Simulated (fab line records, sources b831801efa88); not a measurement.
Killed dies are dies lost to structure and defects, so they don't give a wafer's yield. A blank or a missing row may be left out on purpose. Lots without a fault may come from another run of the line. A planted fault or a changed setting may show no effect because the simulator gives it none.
Which tool did it? | flow gf180mcu | 14 lots, 42 wafers sampled, at 4 steps of a route of 602

WHAT THE GAUGES READ, wafer by wafer
GF_CONTACT_CD_MEAS_14: target cd 220 nm.
lot  | measured     | on        | cd_nm (nm)
L903 | day 16 03:10 | cd_sem-01 | 218.2 219.5 219.5
L904 | day 16 15:14 | cd_sem-02 | 222.4 223.2 222.4
L905 | day 17 05:05 | cd_sem-02 | 221.6 220.1 221.7
L906 | day 17 07:44 | cd_sem-02 | 220.8 220.0 218.9
L908 | day 17 22:37 | cd_sem-01 | 219.7 218.5 218.4
L912 | day 19 12:47 | cd_sem-02 | 221.5 218.9 221.1
L913 | day 20 01:05 | cd_sem-01 | 220.9 220.7 222.9
L920 | day 22 07:18 | cd_sem-02 | 219.3 221.4 219.9
L921 | day 22 13:52 | cd_sem-01 | 219.6 218.7 219.2
L922 | day 22 23:16 | cd_sem-01 | 220.3 220.4 220.8
L923 | day 23 09:23 | cd_sem-01 | 223.0 224.4 223.5
L924 | day 23 17:34 | cd_sem-02 | 220.9 219.9 220.8
L925 | day 24 01:37 | cd_sem-01 | 221.1 219.7 219.5
L926 | day 24 02:38 | cd_sem-02 | 221.0 220.1 220.2

GF_CONTACT_OVL_MEAS_15.
lot  | measured     | on         | CONTACT_OVL (nm)
L903 | day 16 03:15 | overlay-01 | 4 1 3
L904 | day 16 15:22 | overlay-01 | 6 11 4
L905 | day 17 05:11 | overlay-01 | -7 5 -6
L906 | day 17 07:52 | overlay-02 | 8 0 3
L908 | day 17 22:43 | overlay-02 | 0 -3 -7
L912 | day 19 12:54 | overlay-02 | -5 -5 7
L913 | day 20 01:11 | overlay-01 | 0 3 -4
L920 | day 22 07:25 | overlay-01 | 10 2 0
L921 | day 22 13:59 | overlay-01 | 4 6 11
L922 | day 22 23:22 | overlay-01 | 11 13 17
L923 | day 23 09:31 | overlay-02 | 9 3 4
L924 | day 23 17:41 | overlay-02 | 6 10 10
L925 | day 24 01:43 | overlay-01 | -1 4 -5
L926 | day 24 02:46 | overlay-02 | 2 5 8

WHICH TOOL RAN EACH LOT (tool, then ch and the chambers of the sampled wafers, then the start)
lot  | GF_SALICIDE_SPUTTER_02       | GF_CONTACT_SOFTBAKE_10
L903 | pvd_sputter-02, day 15 04:20 | litho_track-04 ch 0, day 15 16:00
L904 | pvd_sputter-04, day 15 15:52 | litho_track-01 ch 0, day 16 04:00
L905 | pvd_sputter-01, day 16 05:55 | litho_track-02 ch 0, day 16 17:00
L906 | pvd_sputter-02, day 16 08:33 | litho_track-02 ch 0, day 16 20:00
L908 | pvd_sputter-04, day 16 22:36 | litho_track-04 ch 0, day 17 11:00
L912 | pvd_sputter-01, day 18 11:20 | litho_track-01 ch 0, day 19 00:00
L913 | pvd_sputter-04, day 18 23:51 | litho_track-01 ch 0, day 19 13:00
L920 | pvd_sputter-04, day 21 06:46 | litho_track-01 ch 0, day 21 19:00
L921 | pvd_sputter-02, day 21 13:40 | litho_track-01 ch 0, day 22 02:00
L922 | pvd_sputter-02, day 21 23:26 | litho_track-02 ch 0, day 22 11:00
L923 | pvd_sputter-04, day 22 09:20 | litho_track-01 ch 0, day 22 22:00
L924 | pvd_sputter-01, day 22 17:40 | litho_track-04 ch 0, day 23 05:00
L925 | pvd_sputter-04, day 23 01:25 | litho_track-04 ch 0, day 23 13:00
L926 | pvd_sputter-01, day 23 02:56 | litho_track-02 ch 0, day 23 15:00
- GF_SALICIDE_SPUTTER_02: material Co, target thk 10 nm, time 20 s.
- GF_CONTACT_SOFTBAKE_10: time 60 s.

WHAT THE TOOLS THEMSELVES READ (means of the sampled wafers that have a number; where no wafer has one, the mark that the record gives instead)
GF_SALICIDE_SPUTTER_02.
lot  | tool           | throttle_valve_pct (%)
L903 | pvd_sputter-02 | 29.6
L904 | pvd_sputter-04 | 29.5
L905 | pvd_sputter-01 | 30.2
L906 | pvd_sputter-02 | 30.1
L908 | pvd_sputter-04 | 29.7
L912 | pvd_sputter-01 | 30.9
L913 | pvd_sputter-04 | 29.6
L920 | pvd_sputter-04 | 29.3
L921 | pvd_sputter-02 | 29.1
L922 | pvd_sputter-02 | 31.3
L923 | pvd_sputter-04 | 29.3
L924 | pvd_sputter-01 | 30.9
L925 | pvd_sputter-04 | 29.5
L926 | pvd_sputter-01 | 30.9

GF_CONTACT_SOFTBAKE_10.
lot  | tool           | heater_power_total_W (W) | run_length_s (s)
L903 | litho_track-04 | 92.99                    | 89.33
L904 | litho_track-01 | 92.98                    | 89.25
L905 | litho_track-02 | 92.98                    | 89.33
L906 | litho_track-02 | 93.02                    | 89.29
L908 | litho_track-04 | 93.04                    | 89.30
L912 | litho_track-01 | 93.72                    | 87.93
L913 | litho_track-01 | 93.67                    | 87.97
L920 | litho_track-01 | 93.06                    | 89.31
L921 | litho_track-01 | 93.09                    | 89.51
L922 | litho_track-02 | 93.01                    | 89.29
L923 | litho_track-01 | 93.05                    | 89.22
L924 | litho_track-04 | 93.02                    | 89.34
L925 | litho_track-04 | 93.11                    | 89.17
L926 | litho_track-02 | 93.06                    | 89.20

THE ANSWER, worked out from the rows above alone
Rule: what is usual is taken from the lots themselves. Put in order of their means at a reading, lots are off if they are a third of the lots or fewer, leave a main group of 4 or more, and stand apart from it by a gap of 3 or more times the standard deviation of the main group's means; of several such gaps the widest counts. A main group whose means are all the same, to the digits that the tables above print for the reading, isn't used. A lot without any number at a reading at which 4 lots or more have one is off too. The other lots that the step has rows for count as sound. The gauges are gone through in route order, then the tools' own readings, and for those a lot's mean is taken as printed above. The first step at which some lot is off is used, and at that step the reading that is off furthest; a lot without a number counts as furthest.
Off: L912, L913, at GF_CONTACT_SOFTBAKE_10 (run_length_s). The main group: mean 89.30 s, standard deviation 0.083.
A tool fits if, at that step or a process step before it, it ran every lot that is off, and no sound lot after the first of them. None of those tried fits.

WHAT THE SIMULATOR HAD PUT IN
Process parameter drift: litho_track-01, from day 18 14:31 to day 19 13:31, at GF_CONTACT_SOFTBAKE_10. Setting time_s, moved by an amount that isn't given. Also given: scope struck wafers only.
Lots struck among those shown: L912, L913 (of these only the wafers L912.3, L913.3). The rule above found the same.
